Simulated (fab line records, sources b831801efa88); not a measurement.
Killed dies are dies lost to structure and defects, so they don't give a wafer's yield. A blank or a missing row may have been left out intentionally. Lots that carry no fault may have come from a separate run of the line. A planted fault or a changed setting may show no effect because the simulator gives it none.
Code-filled problem report in 8D (eight disciplines) form	flow sky130	the parts of the form that need people (team, actions taken, sign-off) are left out

1. PROBLEM STATEMENT
chamberPressurePa at SKY_METAL2_SPUTTER_01 reads a mean of 0.4906 Pa on 1 wafer of 1 lot; wafers without a fault read 0.4000 Pa with a standard deviation of 0.00077. That is +99 or more standard deviations from the usual mean.
The step: material TiN, target thk 20 nm, time 16.7 s.
First seen on wafer L701.5, day 36 06:43, on pvdSputter-03. The record has a number at this step for 36 wafers belonging to 12 lots. By rule, "out" or "out of limits" means more than 4 standard deviations away from the usual mean. The other wafers with a number count as sound.

2. WHAT IT IS; WHAT IT IS NOT
question	is	is not
which readings at this step	chamberPressurePa	-
which lots	L701	L695, L696, L697, L709, L710, L711, L713, L714, L715, L716, L717
which wafers of those lots	L701.5	L701.1, L701.2
read on which tools	pvdSputter-03	pvdSputter-01, pvdSputter-02
when	from day 36 06:43	up to then (11 sound wafers); but 24 sound wafers of L709, L710, L711, L713, L714, L715, L716, L717 came after

3. THE SUSPECTS, EACH WITH WHAT RULES IT OUT
Counting: any tool at a process step up to the reading remains a suspect provided it ran every lot that is out. Sound lots after the first of them don't rule it out here, since some wafers of a struck lot are sound.
- pvdSputter-04 at SKY_VIA1_SPUTTER_20 (material TiN, target thk 20 nm, time 80 s): kept. It processed L701, the lot that is out, at day 36 06:04, and its most recent sound lot before then was L696 at day 34 09:07.
- cvdW-01 at SKY_VIA1_CVD_21 (deposits W, target thk 270 nm, time 80.902 s): kept. It processed L701, the lot that is out, at day 36 06:08, and its most recent sound lot before then was L697 at day 34 18:22.
- cmp-01 at SKY_VIA1_CMP_24 (polishes, stops on SiO2, t overpolish 15 s, target thk 0 nm): kept. It processed L701, the lot that is out, at day 36 06:24, and its most recent sound lot before then was L697 at day 34 18:38.
- pvdSputter-03 at SKY_METAL2_SPUTTER_01 (material TiN, target thk 20 nm, time 16.7 s): kept. It processed L701, the lot that is out, at day 36 06:43, and its most recent sound lot before then was L696 at day 34 09:46. Its own readings are out on those wafers: chamberPressurePa.
- Within cmp-01 at SKY_VIA1_CMP_24: the wafers that are out ran in chamber 1; their sound lot-mates ran in chambers 0, 3.
Left after counting: pvdSputter-04 at SKY_VIA1_SPUTTER_20, cvdW-01 at SKY_VIA1_CVD_21, cmp-01 at SKY_VIA1_CMP_24, pvdSputter-03 at SKY_METAL2_SPUTTER_01.

4. THE CAUSE (what the simulator had put in)
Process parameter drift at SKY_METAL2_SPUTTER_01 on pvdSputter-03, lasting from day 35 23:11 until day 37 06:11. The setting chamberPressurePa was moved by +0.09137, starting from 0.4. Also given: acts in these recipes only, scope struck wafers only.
After counting, 4 suspects remain, this tool included.

5. THE CHAIN OF EFFECTS, in route order
Each row: a reading whose mean over the struck wafers that have a number lies more than 3 standard deviations from the usual. Only readings for which the record gives a usual standard deviation are gone through. hours: the time from each lot's start at the first step in this table that gives one to its start at this step, as a median over the lots. sigmas: the change in usual standard deviations.
hours	step	reading	usual	on struck wafers	change	sigmas
0	SKY_METAL2_SPUTTER_01	chamberPressurePa	0.4000 Pa	0.4906	+0.0906	+99 or more
0	SKY_METAL2_SPUTTER_01	throttleValvePct	30.1 %	27.3	-2.8	-3.1
269	SKY_PAD_OPEN_PROBE_99	defectLimitedYield	82.4 %	89.2	+6.8	+3.2
269	SKY_PAD_OPEN_PROBE_99	killedDies	87	53	-34	-3.4
269	SKY_PAD_OPEN_PROBE_99	sort_bin_6_memory	6.3 %	2.6	-3.7	-3.4
269	SKY_PAD_OPEN_PROBE_99	sortNPass	405	439	+34	+3.4
269	SKY_PAD_OPEN_PROBE_99	sortYieldPct	82.4 %	89.2	+6.8	+3.2
Process steps it contains:
- SKY_METAL2_SPUTTER_01: material TiN, target thk 20 nm, time 16.7 s.
- SKY_PAD_OPEN_PROBE_99

6. WHAT WOULD HAVE CAUGHT IT SOONER
First out-of-limits reading in this record: day 36 06:43, which is 8 hours after fault onset at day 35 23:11.
